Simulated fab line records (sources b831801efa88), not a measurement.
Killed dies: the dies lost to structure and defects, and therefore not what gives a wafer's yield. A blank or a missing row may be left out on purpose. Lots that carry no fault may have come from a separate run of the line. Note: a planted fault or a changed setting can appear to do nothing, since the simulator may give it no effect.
fab line records -- flow sky130 -- part 1 of 2: steps 1 to 29 of 39
record: lots: 5, wafers: 15, last-day: 49
route steps=708 shown LI_CONTACT@372 LOCAL_INTERCONNECT@387 CONTACT@406
lots that met no fault: taken from a fault-free run of the same line
start-h: start of the lot's first displayed wafer, in hours after the record's first day -- wait-h: hours elapsed since this lot's preceding step -- " same as the row above -- L1.1+2: several wafers, shown together as one row -- - no value, or no start given -- * or withheld: withheld -- < > ~ a bound
route shown NAME@n: a module of which the file shows steps, and the number in the route of the first -- usual: mean and standard deviation over wafers with no fault -- same: alike in all rows -- chamber/n: place in a boat -- sites: the reading at each site -- _std_site: their standard deviation -- _edge_site: outer sites' mean less inner sites' -- radius-mm: for every site, how far away it sits from the centre of the wafer -- mask NAME#n: copy n -- behind: the last tool/chamber to shape the wafer -- hold: why the lot was held/for how many hours/how that ended -- device: the transistor (n, p or np) that didn't switch -- end of line: the same wafers' tests at the end of the route -- where a step has no rows: the recipe by itself -- killed: not the wafer's yield, but the dies lost to structure and defects at the first sort -- map: dies across one wafer; x = killed, . = not, _ = none there
set.NAME: setting as actually run; set.NAME@STEP: the setting as run at that earlier step -- model.NAME: the simulator's own value behind a step, which no gauge read
certain route steps with their lots: each step a table, each wafer a row
services: the hour from which a tool's chamber was out of use, counted from the record's first day as start-h (under 0 if before that day), plus the number of hours and why
== steps ==
step: SKY_LI_CONTACT_PEB_10
recipe: peb-temp-c: withheld, peb-time-s: withheld, resist: KrF-thick
lot.wafer,tool,chamber,start-h,wait-h
L077.1+3+5,litho-track-04,0,-,-
L082.3+4+6,litho-track-03,0,-,-
L086.1+2+6,litho-track-03,0,-,-
L087.2+3+5,litho-track-04,0,-,-
L090.1+4+6,litho-track-03,0,-,-
step: SKY_LI_CONTACT_DEVELOP_11
recipe: develop-time-s: 60, resist: KrF-thick, dev-temp-c: 21
lot.wafer,tool,chamber,start-h,wait-h
L077.1+3+5,litho-track-04,0,-,-
L082.3+4+6,litho-track-03,0,-,-
L086.1+2+6,litho-track-03,0,-,-
L087.2+3+5,litho-track-04,0,-,-
L090.1+4+6,litho-track-03,0,-,-
step: SKY_LI_CONTACT_CD_MEAS_12
recipe: target-cd-nm: 170
usual: cd-nm: 170.4/1.3
lot.wafer,tool,chamber,start-h,wait-h,cd-nm
L077.1,cd-sem-02,-,697.00,-,169.2
L077.3,cd-sem-02,-,697.00,-,168.0
L077.5,cd-sem-02,-,697.00,-,167.5
L082.3,cd-sem-01,-,748.97,-,170.2
L082.4,cd-sem-01,-,748.97,-,168.9
L082.6,cd-sem-01,-,748.97,-,169.8
L086.1,cd-sem-01,-,776.33,-,169.4
L086.2,cd-sem-01,-,776.33,-,167.4
L086.6,cd-sem-01,-,776.33,-,168.3
L087.2,cd-sem-02,-,784.27,-,169.4
L087.3,cd-sem-02,-,784.27,-,169.8
L087.5,cd-sem-02,-,784.27,-,168.4
L090.1,cd-sem-02,-,801.18,-,167.6
L090.4,cd-sem-02,-,801.18,-,169.1
L090.6,cd-sem-02,-,801.18,-,168.5
step: SKY_LI_CONTACT_OVL_MEAS_13
usual: LI_CONTACT_OVL: 1/5.7
lot.wafer,tool,chamber,start-h,wait-h,LI_CONTACT_OVL[nm]
L077.1,overlay-01,-,697.12,0.1,-6
L077.3,overlay-01,-,697.12,0.1,2
L077.5,overlay-01,-,697.12,0.1,-1
L082.3,overlay-02,-,749.06,0.1,2
L082.4,overlay-02,-,749.06,0.1,3
L082.6,overlay-02,-,749.06,0.1,3
L086.1,overlay-02,-,776.45,0.1,-5
L086.2,overlay-02,-,776.45,0.1,-8
L086.6,overlay-02,-,776.45,0.1,2
L087.2,overlay-02,-,784.37,0.1,-2
L087.3,overlay-02,-,784.37,0.1,9
L087.5,overlay-02,-,784.37,0.1,-1
L090.1,overlay-02,-,801.30,0.1,-11
L090.4,overlay-02,-,801.30,0.1,-9
L090.6,overlay-02,-,801.30,0.1,-2
step: SKY_LI_CONTACT_ETCH_14
recipe: chemistry: N2/H2, target: BARC, ion-energy-ev: 200, source-w: 500, bias-w: 100, pressure-mtorr: 30, n2-flow-sccm: 100, h2-flow-sccm: 200, stop-on: SiO2, time-s: 45.9, target-depth-a: 600
usual: drypump-motor-current-A: 5.9/0.44, oes-product-au: 0.855/0.0051, throttle-valve-pct: 13.225/0.0093
lot.wafer,tool,chamber,start-h,wait-h,drypump-motor-current-A,oes-product-au,rf-hours-counter-h,throttle-valve-pct
L077.1,rie-diel-03,2,697.15,0.0,5.9,0.848,39,13.214
L077.3,rie-diel-03,0,697.15,0.0,6.2,0.857,10,13.222
L077.5,rie-diel-03,1,697.15,0.0,6.6,0.859,-,13.234
L082.3,rie-diel-04,3,749.08,0.0,5.2,0.856,4,13.232
L082.4,rie-diel-04,2,749.08,0.0,6.1,0.857,47,13.227
L082.6,rie-diel-04,3,749.08,0.0,5.2,0.862,-,13.243
L086.1,rie-diel-03,3,776.48,0.0,6.0,0.856,6,13.227
L086.2,rie-diel-03,0,776.48,0.0,6.3,0.857,12,13.220
L086.6,rie-diel-03,1,776.48,0.0,6.6,0.854,-,13.236
L087.2,rie-diel-02,3,784.40,0.0,6.1,0.857,15,13.215
L087.3,rie-diel-02,0,784.40,0.0,5.7,0.856,3,13.226
L087.5,rie-diel-02,1,784.40,0.0,6.4,0.854,-,13.222
L090.1,rie-diel-04,2,801.33,0.0,6.1,0.852,1,13.238
L090.4,rie-diel-04,2,801.33,0.0,6.1,0.854,-,13.222
L090.6,rie-diel-04,0,801.33,0.0,5.5,0.859,-,13.236
step: SKY_LI_CONTACT_ETCH_15
recipe: target: PSG, chemistry: C4F8/O2/Ar, stop-on: Si, taper-deg: 4.15, mask-material: KrF-thick, source-w: 1500, bias-w: 1200, pressure-mtorr: 40, c4f8-flow-sccm: withheld, O2_flow_sccm: 6, Ar_flow_sccm: 300, time-s: withheld, target-depth-a: 6000
usual: oes-product-au: 0.838/0.0047
lot.wafer,tool,chamber,start-h,wait-h,oes-product-au
L077.1,rie-diel-03,2,697.20,0.0,0.837
L077.3,rie-diel-03,0,697.20,0.0,0.836
L077.5,rie-diel-03,1,697.20,0.0,0.836
L082.3,rie-diel-04,3,749.12,0.0,0.834
L082.4,rie-diel-04,2,749.12,0.0,0.841
L082.6,rie-diel-04,3,749.12,0.0,0.842
L086.1,rie-diel-03,3,776.52,0.0,0.847
L086.2,rie-diel-03,0,776.52,0.0,0.838
L086.6,rie-diel-03,1,776.52,0.0,0.833
L087.2,rie-diel-02,3,784.45,0.0,0.832
L087.3,rie-diel-02,0,784.45,0.0,0.840
L087.5,rie-diel-02,1,784.45,0.0,0.843
L090.1,rie-diel-04,2,801.37,0.0,0.836
L090.4,rie-diel-04,2,801.37,0.0,0.830
L090.6,rie-diel-04,0,801.37,0.0,0.830
step: SKY_LI_CONTACT_STRIP_16
recipe: chemistry: O2/N2, power-w: 1400, pressure-mtorr: 1500, platen-temp-c: withheld, o2-flow-sccm: 3000, n2-flow-sccm: 300, overash-fraction: 0.5
usual: drypump-motor-current-A: 5.5/0.35, oes-product-au: 0.376/0.0045, strip-time-to-endpoint-s: 3.51/0.038
lot.wafer,tool,chamber,start-h,wait-h,drypump-motor-current-A,oes-product-au,rf-hours-counter-h,strip-time-to-endpoint-s
L077.1,plasma-asher-02,1,697.28,-,5.7,0.377,27,3.52
L077.3,plasma-asher-02,0,697.28,-,4.9,0.383,-,3.52
L077.5,plasma-asher-02,0,697.28,-,4.9,0.382,-,3.57
L082.3,plasma-asher-04,1,749.24,-,5.6,0.371,-,3.57
L082.4,plasma-asher-04,0,749.24,-,5.4,0.377,-,3.54
L082.6,plasma-asher-04,1,749.24,-,5.6,0.386,-,3.58
L086.1,plasma-asher-03,1,776.61,-,5.8,0.372,61,3.49
L086.2,plasma-asher-03,0,776.61,-,6.0,0.378,61,3.51
L086.6,plasma-asher-03,1,776.61,-,5.7,0.380,-,3.49
L087.2,plasma-asher-03,1,784.53,-,5.7,0.379,62,3.54
L087.3,plasma-asher-03,1,784.53,-,5.7,0.376,-,3.51
L087.5,plasma-asher-03,1,784.53,-,5.8,0.375,-,3.48
L090.1,plasma-asher-02,0,801.46,-,4.8,0.375,37,3.53
L090.4,plasma-asher-02,1,801.46,-,5.7,0.376,-,3.53
L090.6,plasma-asher-02,0,801.46,-,4.8,0.380,-,3.46
step: SKY_LI_CONTACT_CLEAN_17
recipe: chemistry: NMP, time-s: 600, temp-c: 60, dry: n2-spin
lot.wafer,tool,chamber,start-h,wait-h
L077.1+3+5,wet-bench-02,3,697.38,0.1
L082.3+4+6,wet-bench-04,1,749.31,0.0
L086.1+2+6,wet-bench-01,3,776.71,0.1
L087.2+3+5,wet-bench-02,3,784.63,0.1
L090.1+4+6,wet-bench-01,2,801.56,0.1
step: SKY_LI_CONTACT_PRE_CLEAN_18
recipe: gas: Ar, time-s: 5.6, bias-v: 358
usual: bias-v: 358/3.3
lot.wafer,tool,chamber,start-h,wait-h,bias-v
L077.1,pvd-sputter-04,-,697.56,0.0,363
L077.3,pvd-sputter-04,-,697.56,0.0,357
L077.5,pvd-sputter-04,-,697.56,0.0,361
L082.3,pvd-sputter-04,-,749.48,0.0,359
L082.4,pvd-sputter-04,-,749.48,0.0,358
L082.6,pvd-sputter-04,-,749.48,0.0,358
L086.1,pvd-sputter-03,-,776.90,0.0,361
L086.2,pvd-sputter-03,-,776.90,0.0,361
L086.6,pvd-sputter-03,-,776.90,0.0,359
L087.2,pvd-sputter-04,-,784.82,0.0,358
L087.3,pvd-sputter-04,-,784.82,0.0,357
L087.5,pvd-sputter-04,-,784.82,0.0,357
L090.1,pvd-sputter-04,-,801.74,0.0,360
L090.4,pvd-sputter-04,-,801.74,0.0,362
L090.6,pvd-sputter-04,-,801.74,0.0,367
step: SKY_LI_CONTACT_SPUTTER_19
recipe: material: Ti, target-thk-nm: 20, chamber-pressure-pa: 5, power-w: 2500, substrate-temp-c: 200, time-s: 106.37
usual: throttle-valve-pct: 29.7/0.9
lot.wafer,tool,chamber,start-h,wait-h,throttle-valve-pct
L077.1,pvd-sputter-04,-,697.58,0.0,29.2
L077.3,pvd-sputter-04,-,697.58,0.0,29.9
L077.5,pvd-sputter-04,-,697.58,0.0,29.4
L082.3,pvd-sputter-04,-,749.50,0.0,29.3
L082.4,pvd-sputter-04,-,749.50,0.0,30.3
L082.6,pvd-sputter-04,-,749.50,0.0,30.7
L086.1,pvd-sputter-03,-,776.92,0.0,29.1
L086.2,pvd-sputter-03,-,776.92,0.0,27.7
L086.6,pvd-sputter-03,-,776.92,0.0,30.6
L087.2,pvd-sputter-04,-,784.84,0.0,30.0
L087.3,pvd-sputter-04,-,784.84,0.0,30.8
L087.5,pvd-sputter-04,-,784.84,0.0,29.8
L090.1,pvd-sputter-04,-,801.75,0.0,29.3
L090.4,pvd-sputter-04,-,801.75,0.0,31.1
L090.6,pvd-sputter-04,-,801.75,0.0,31.0
step: SKY_LI_CONTACT_SPUTTER_20
recipe: material: TiN, target-thk-nm: 20, chamber-pressure-pa: 5, power-w: 4000, time-s: 80
usual: throttle-valve-pct: 29.7/0.9
lot.wafer,tool,chamber,start-h,wait-h,throttle-valve-pct
L077.1,pvd-sputter-04,-,697.65,0.0,29.4
L077.3,pvd-sputter-04,-,697.65,0.0,30.0
L077.5,pvd-sputter-04,-,697.65,0.0,29.5
L082.3,pvd-sputter-04,-,749.58,0.0,29.3
L082.4,pvd-sputter-04,-,749.58,0.0,30.0
L082.6,pvd-sputter-04,-,749.58,0.0,31.1
L086.1,pvd-sputter-03,-,777.00,0.0,29.1
L086.2,pvd-sputter-03,-,777.00,0.0,27.9
L086.6,pvd-sputter-03,-,777.00,0.0,30.8
L087.2,pvd-sputter-04,-,784.92,0.0,30.1
L087.3,pvd-sputter-04,-,784.92,0.0,30.9
L087.5,pvd-sputter-04,-,784.92,0.0,30.2
L090.1,pvd-sputter-04,-,801.83,0.0,29.3
L090.4,pvd-sputter-04,-,801.83,0.0,30.7
L090.6,pvd-sputter-04,-,801.83,0.0,31.3
step: SKY_LI_CONTACT_CVD_21
recipe: material: W, target-thk-nm: 400, time-s: 120.56, temp-c: 400, pressure-torr: 40
usual: heater-power-w: 889/86
lot.wafer,tool,chamber,start-h,wait-h,heater-power-w
L077.1,cvd-w-01,0,697.71,0.0,802
L077.3,cvd-w-01,0,697.71,0.0,808
L077.5,cvd-w-01,0,697.71,0.0,796
L082.3,cvd-w-01,0,749.68,0.1,790
L082.4,cvd-w-01,1,749.68,0.1,865
L082.6,cvd-w-01,1,749.68,0.1,854
L086.1,cvd-w-02,1,777.06,0.0,873
L086.2,cvd-w-02,0,777.06,0.0,1035
L086.6,cvd-w-02,0,777.06,0.0,1025
L087.2,cvd-w-01,0,784.98,0.0,799
L087.3,cvd-w-01,0,784.98,0.0,806
L087.5,cvd-w-01,0,784.98,0.0,802
L090.1,cvd-w-02,1,801.89,0.0,859
L090.4,cvd-w-02,1,801.89,0.0,874
L090.6,cvd-w-02,1,801.89,0.0,864
step: SKY_LI_CONTACT_RS_MEAS_22
recipe: thk-meas-gauge: four-point-probe, reads: W_of_LI_CONTACT_CVD_21+TiN_of_LI_CONTACT_SPUTTER_20+Ti_of_LI_CONTACT_SPUTTER_19
usual: LI_CONTACT_W_RS: 0.285/0.0053
lot.wafer,tool,chamber,start-h,wait-h,LI_CONTACT_W_RS[ohm/sq]
L077.1,film-metro-01,-,697.84,0.1,0.284
L077.3,film-metro-01,-,697.84,0.1,0.283
L077.5,film-metro-01,-,697.84,0.1,0.288
L082.3,film-metro-03,-,749.81,0.1,0.290
L082.4,film-metro-03,-,749.81,0.1,0.287
L082.6,film-metro-03,-,749.81,0.1,0.286
L086.1,film-metro-03,-,777.23,0.1,0.288
L086.2,film-metro-03,-,777.23,0.1,0.279
L086.6,film-metro-03,-,777.23,0.1,0.281
L087.2,film-metro-01,-,785.12,0.1,0.287
L087.3,film-metro-01,-,785.12,0.1,0.285
L087.5,film-metro-01,-,785.12,0.1,0.288
L090.1,film-metro-03,-,802.02,0.1,0.290
L090.4,film-metro-03,-,802.02,0.1,0.293
L090.6,film-metro-03,-,802.02,0.1,0.289
step: SKY_LI_CONTACT_THK_MEAS_23
recipe: thk-meas-gauge: xrf, reads: W_of_LI_CONTACT_CVD_21
usual: LI_CONTACT_W_THK: 403/9.2
lot.wafer,tool,chamber,start-h,wait-h,LI_CONTACT_W_THK[nm]
L077.1,film-metro-01,-,697.96,0.1,402
L077.3,film-metro-01,-,697.96,0.1,402
L077.5,film-metro-01,-,697.96,0.1,395
L082.3,film-metro-03,-,749.91,0.1,405
L082.4,film-metro-03,-,749.91,0.1,405
L082.6,film-metro-03,-,749.91,0.1,408
L086.1,film-metro-03,-,777.35,0.1,405
L086.2,film-metro-03,-,777.35,0.1,419
L086.6,film-metro-03,-,777.35,0.1,418
L087.2,film-metro-01,-,785.23,0.1,398
L087.3,film-metro-01,-,785.23,0.1,403
L087.5,film-metro-01,-,785.23,0.1,399
L090.1,film-metro-03,-,802.14,0.1,395
L090.4,film-metro-03,-,802.14,0.1,391
L090.6,film-metro-03,-,802.14,0.1,398
step: SKY_LI_CONTACT_CMP_24
recipe: stop-on: PSG, t-overpolish-s: 20, down-force-psi: 3.5, platen-rpm: 60, target-thk-nm: 0, pad-velocity-m-s: 0.94248
usual: motor-current-A: 11.5/1.3, overpolish-run-s: 20.000/0.0087, time-to-endpoint-s: 98/4.3
lot.wafer,tool,chamber,start-h,wait-h,motor-current-A,overpolish-run-s,time-to-endpoint-s
L077.3,cmp-02,1,698.07,0.1,10.5,20.004,103
L077.1,cmp-02,3,698.07,0.1,8.3,20.007,101
L077.5,cmp-02,0,698.07,0.1,11.9,20.011,105
L082.3,cmp-01,3,749.95,0.0,10.2,20.010,94
L082.4,cmp-01,1,749.95,0.0,12.3,20.004,98
L082.6,cmp-01,0,749.95,0.0,12.3,20.000,97
L086.2,cmp-01,0,777.58,0.2,13.0,19.992,96
L086.1,cmp-01,1,777.58,0.2,12.0,20.000,97
L086.6,cmp-01,3,777.58,0.2,10.6,19.987,95
L087.3,cmp-01,3,785.28,0.0,10.3,20.002,99
L087.2,cmp-01,2,785.28,0.0,11.6,19.988,102
L087.5,cmp-01,3,785.28,0.0,10.8,19.985,96
L090.4,cmp-01,0,802.25,0.1,12.6,19.995,94
L090.1,cmp-01,2,802.25,0.1,11.7,20.007,98
L090.6,cmp-01,0,802.25,0.1,12.5,19.982,94
step: SKY_LOCAL_INTERCONNECT_SPUTTER_00
recipe: material: TiN, target-thk-nm: 100, temp-c: 300, power-w: 6500, time-s: 83.3, chamber-pressure-pa: 0.4
usual: throttle-valve-pct: 29.4/1
lot.wafer,tool,chamber,start-h,wait-h,throttle-valve-pct
L077.1,pvd-sputter-03,-,698.32,0.1,27.8
L077.3,pvd-sputter-03,-,698.32,0.1,28.8
L077.5,pvd-sputter-03,-,698.32,0.1,28.0
L082.3,pvd-sputter-04,-,750.25,0.2,29.3
L082.4,pvd-sputter-04,-,750.25,0.2,30.1
L082.6,pvd-sputter-04,-,750.25,0.2,30.1
L086.1,pvd-sputter-01,-,777.83,0.1,29.9
L086.2,pvd-sputter-01,-,777.83,0.1,30.2
L086.6,pvd-sputter-01,-,777.83,0.1,29.8
L087.2,pvd-sputter-03,-,785.58,0.1,28.2
L087.3,pvd-sputter-03,-,785.58,0.1,29.2
L087.5,pvd-sputter-03,-,785.58,0.1,27.9
L090.1,pvd-sputter-03,-,802.50,0.1,30.6
L090.4,pvd-sputter-03,-,802.50,0.1,28.8
L090.6,pvd-sputter-03,-,802.50,0.1,28.2
step: SKY_LOCAL_INTERCONNECT_RS_MEAS_01
recipe: thk-meas-gauge: four-point-probe, reads: TiN_of_LOCAL_INTERCONNECT_SPUTTER_00
usual: LOCAL_INTERCONNECT_TIN_RS: 14.12/0.17
lot.wafer,tool,chamber,start-h,wait-h,LOCAL_INTERCONNECT_TIN_RS[ohm/sq]
L077.1,film-metro-02,-,698.38,0.0,13.97
L077.3,film-metro-02,-,698.38,0.0,13.83
L077.5,film-metro-02,-,698.38,0.0,13.95
L082.3,film-metro-02,-,750.35,0.1,14.17
L082.4,film-metro-02,-,750.35,0.1,14.15
L082.6,film-metro-02,-,750.35,0.1,13.98
L086.1,film-metro-01,-,777.89,0.0,14.00
L086.2,film-metro-01,-,777.89,0.0,14.10
L086.6,film-metro-01,-,777.89,0.0,13.93
L087.2,film-metro-01,-,785.67,0.1,14.51
L087.3,film-metro-01,-,785.67,0.1,14.37
L087.5,film-metro-01,-,785.67,0.1,14.42
L090.1,film-metro-04,-,802.56,0.0,14.20
L090.4,film-metro-04,-,802.56,0.0,14.00
L090.6,film-metro-04,-,802.56,0.0,14.22
step: SKY_LOCAL_INTERCONNECT_THK_MEAS_02
recipe: thk-meas-gauge: xrf, reads: TiN_of_LOCAL_INTERCONNECT_SPUTTER_00
usual: LOCAL_INTERCONNECT_TIN_THK: 100.9/1.2
lot.wafer,tool,chamber,start-h,wait-h,LOCAL_INTERCONNECT_TIN_THK[nm]
L077.1,film-metro-02,-,698.50,0.1,101.2
L077.3,film-metro-02,-,698.50,0.1,102.6
L077.5,film-metro-02,-,698.50,0.1,102.0
L082.3,film-metro-02,-,750.45,0.1,99.0
L082.4,film-metro-02,-,750.45,0.1,99.5
L082.6,film-metro-02,-,750.45,0.1,100.5
L086.1,film-metro-01,-,778.01,0.1,102.9
L086.2,film-metro-01,-,778.01,0.1,101.6
L086.6,film-metro-01,-,778.01,0.1,103.2
L087.2,film-metro-01,-,785.78,0.1,99.5
L087.3,film-metro-01,-,785.78,0.1,99.8
L087.5,film-metro-01,-,785.78,0.1,100.0
L090.1,film-metro-04,-,802.68,0.1,100.5
L090.4,film-metro-04,-,802.68,0.1,101.0
L090.6,film-metro-04,-,802.68,0.1,99.9
step: SKY_LOCAL_INTERCONNECT_DEHYDRATE_03
recipe: temp-c: 200, time-s: 60
lot.wafer,tool,chamber,start-h,wait-h
L077.1+3+5,litho-track-02,0,711.61,13.1
L082.3+4+6,litho-track-02,0,764.26,13.8
L086.1+2+6,litho-track-02,0,790.41,12.4
L087.2+3+5,litho-track-01,0,798.21,12.4
L090.1+4+6,litho-track-02,0,815.06,12.4
step: SKY_LOCAL_INTERCONNECT_HMDS_04
recipe: prime-time-s: 60, prime-temp-c: 120
lot.wafer,tool,chamber,start-h,wait-h
L077.1+3+5,litho-track-02,0,711.76,0.1
L082.3+4+6,litho-track-02,0,764.41,0.1
L086.1+2+6,litho-track-02,0,790.56,0.1
L087.2+3+5,litho-track-01,0,798.36,0.1
L090.1+4+6,litho-track-02,0,815.21,0.1
step: SKY_LOCAL_INTERCONNECT_COAT_05
recipe: resist: BARC, temp-c: withheld, time-s: withheld, spin-rpm: 3000, resist-thk-nm: 60
lot.wafer,tool,chamber,start-h,wait-h
L077.1+3+5,litho-track-02,0,711.91,0.1
L082.3+4+6,litho-track-02,0,764.56,0.1
L086.1+2+6,litho-track-02,0,790.71,0.1
L087.2+3+5,litho-track-01,0,798.51,0.1
L090.1+4+6,litho-track-02,0,815.36,0.1
step: SKY_LOCAL_INTERCONNECT_COAT_06
recipe: resist: KrF-thick, spin-rpm: 3000, resist-thk-nm: 450
lot.wafer,tool,chamber,start-h,wait-h
L077.1+3+5,litho-track-02,0,-,-
L082.3+4+6,litho-track-02,0,-,-
L086.1+2+6,litho-track-02,0,-,-
L087.2+3+5,litho-track-01,0,-,-
L090.1+4+6,litho-track-02,0,-,-
step: SKY_LOCAL_INTERCONNECT_SOFTBAKE_07
recipe: temp-c: 100, time-s: 90, resist: KrF-thick
lot.wafer,tool,chamber,start-h,wait-h
L077.1+3+5,litho-track-02,0,-,-
L082.3+4+6,litho-track-02,0,-,-
L086.1+2+6,litho-track-02,0,-,-
L087.2+3+5,litho-track-01,0,-,-
L090.1+4+6,litho-track-02,0,-,-
step: SKY_LOCAL_INTERCONNECT_EXPOSE_08
recipe: mask-id: LI1M, na: 0.8, source-shape: annular, sigma-inner: 0.55, sigma-outer: 0.85, target-cd-nm: 170, dose-mj: 28
lot.wafer,tool,chamber,start-h,wait-h,mask
L077.1+3+5,krf-scanner-02,0,-,-,LI1M#0
L082.3+4+6,krf-scanner-01,0,-,-,LI1M#0
L086.1+2+6,krf-scanner-01,0,-,-,LI1M#0
L087.2+3+5,krf-scanner-01,0,-,-,LI1M#0
L090.1+4+6,krf-scanner-01,0,-,-,LI1M#0
step: SKY_LOCAL_INTERCONNECT_PEB_09
recipe: peb-temp-c: withheld, peb-time-s: withheld, resist: KrF-thick
lot.wafer,tool,chamber,start-h,wait-h
L077.1+3+5,litho-track-01,0,-,-
L082.3+4+6,litho-track-01,0,-,-
L086.1+2+6,litho-track-02,0,-,-
L087.2+3+5,litho-track-01,0,-,-
L090.1+4+6,litho-track-04,0,-,-
step: SKY_LOCAL_INTERCONNECT_DEVELOP_10
recipe: develop-time-s: 60, resist: KrF-thick, dev-temp-c: 21
lot.wafer,tool,chamber,start-h,wait-h
L077.1+3+5,litho-track-01,0,-,-
L082.3+4+6,litho-track-01,0,-,-
L086.1+2+6,litho-track-02,0,-,-
L087.2+3+5,litho-track-01,0,-,-
L090.1+4+6,litho-track-04,0,-,-
step: SKY_LOCAL_INTERCONNECT_CD_MEAS_11
recipe: target-cd-nm: 170
usual: cd-nm: 169.7/1.6
lot.wafer,tool,chamber,start-h,wait-h,cd-nm
L077.1,cd-sem-01,-,725.94,-,170.4
L077.3,cd-sem-01,-,725.94,-,169.6
L077.5,cd-sem-01,-,725.94,-,169.7
L082.3,cd-sem-02,-,777.88,-,171.3
L082.4,cd-sem-02,-,777.88,-,172.2
L082.6,cd-sem-02,-,777.88,-,170.4
L086.1,cd-sem-01,-,803.71,-,169.8
L086.2,cd-sem-01,-,803.71,-,169.5
L086.6,cd-sem-01,-,803.71,-,168.9
L087.2,cd-sem-01,-,811.31,-,170.0
L087.3,cd-sem-01,-,811.31,-,167.9
L087.5,cd-sem-01,-,811.31,-,169.3
L090.1,cd-sem-01,-,829.15,-,166.6
L090.4,cd-sem-01,-,829.15,-,166.8
L090.6,cd-sem-01,-,829.15,-,166.6
step: SKY_LOCAL_INTERCONNECT_OVL_MEAS_12
usual: LOCAL_INTERCONNECT_OVL: -4/7.1
lot.wafer,tool,chamber,start-h,wait-h,LOCAL_INTERCONNECT_OVL[nm]
L077.1,overlay-02,-,726.06,0.1,6
L077.3,overlay-02,-,726.06,0.1,5
L077.5,overlay-02,-,726.06,0.1,4
L082.3,overlay-01,-,777.97,0.1,2
L082.4,overlay-01,-,777.97,0.1,-11
L082.6,overlay-01,-,777.97,0.1,-8
L086.1,overlay-02,-,803.83,0.1,-6
L086.2,overlay-02,-,803.83,0.1,-1
L086.6,overlay-02,-,803.83,0.1,-2
L087.2,overlay-02,-,811.41,0.1,-13
L087.3,overlay-02,-,811.41,0.1,-12
L087.5,overlay-02,-,811.41,0.1,-20
L090.1,overlay-02,-,829.27,0.1,-16
L090.4,overlay-02,-,829.27,0.1,-24
L090.6,overlay-02,-,829.27,0.1,-17
step: SKY_LOCAL_INTERCONNECT_ETCH_13
recipe: chemistry: N2/H2, target: BARC, ion-energy-ev: 200, bias-w: 100, pressure-mtorr: 30, n2-flow-sccm: 100, h2-flow-sccm: 200, icp-w: 500, stop-on: SiO2, time-s: 45.9, target-depth-a: 600
usual: drypump-motor-current-A: 5.83/0.24, oes-product-au: 0.856/0.0049, throttle-valve-pct: 13.223/0.0094
lot.wafer,tool,chamber,start-h,wait-h,drypump-motor-current-A,oes-product-au,rf-hours-counter-h,throttle-valve-pct
L077.1,rie-metal-03,1,726.09,0.0,5.73,0.850,12,13.238
L077.3,rie-metal-03,1,726.09,0.0,5.72,0.864,-,13.218
L077.5,rie-metal-03,0,726.09,0.0,5.71,0.858,-,13.221
L082.3,rie-metal-03,0,778.01,0.0,5.71,0.851,-,13.220
L082.4,rie-metal-03,1,778.01,0.0,5.70,0.864,-,13.215
L082.6,rie-metal-03,1,778.01,0.0,5.71,0.862,-,13.220
L086.1,rie-metal-02,0,803.86,0.0,5.52,0.862,5,13.235
L086.2,rie-metal-02,1,803.86,0.0,6.10,0.850,1,13.215
L086.6,rie-metal-02,1,803.86,0.0,6.10,0.861,-,13.226
L087.2,rie-metal-02,1,811.46,0.0,6.09,0.859,-,13.222
L087.3,rie-metal-02,1,811.46,0.0,6.08,0.856,-,13.216
L087.5,rie-metal-02,1,811.46,0.0,6.09,0.858,-,13.231
L090.1,rie-metal-03,1,829.30,0.0,5.75,0.857,16,13.218
L090.4,rie-metal-03,0,829.30,0.0,5.70,0.867,-,13.229
L090.6,rie-metal-03,0,829.30,0.0,5.70,0.850,-,13.213
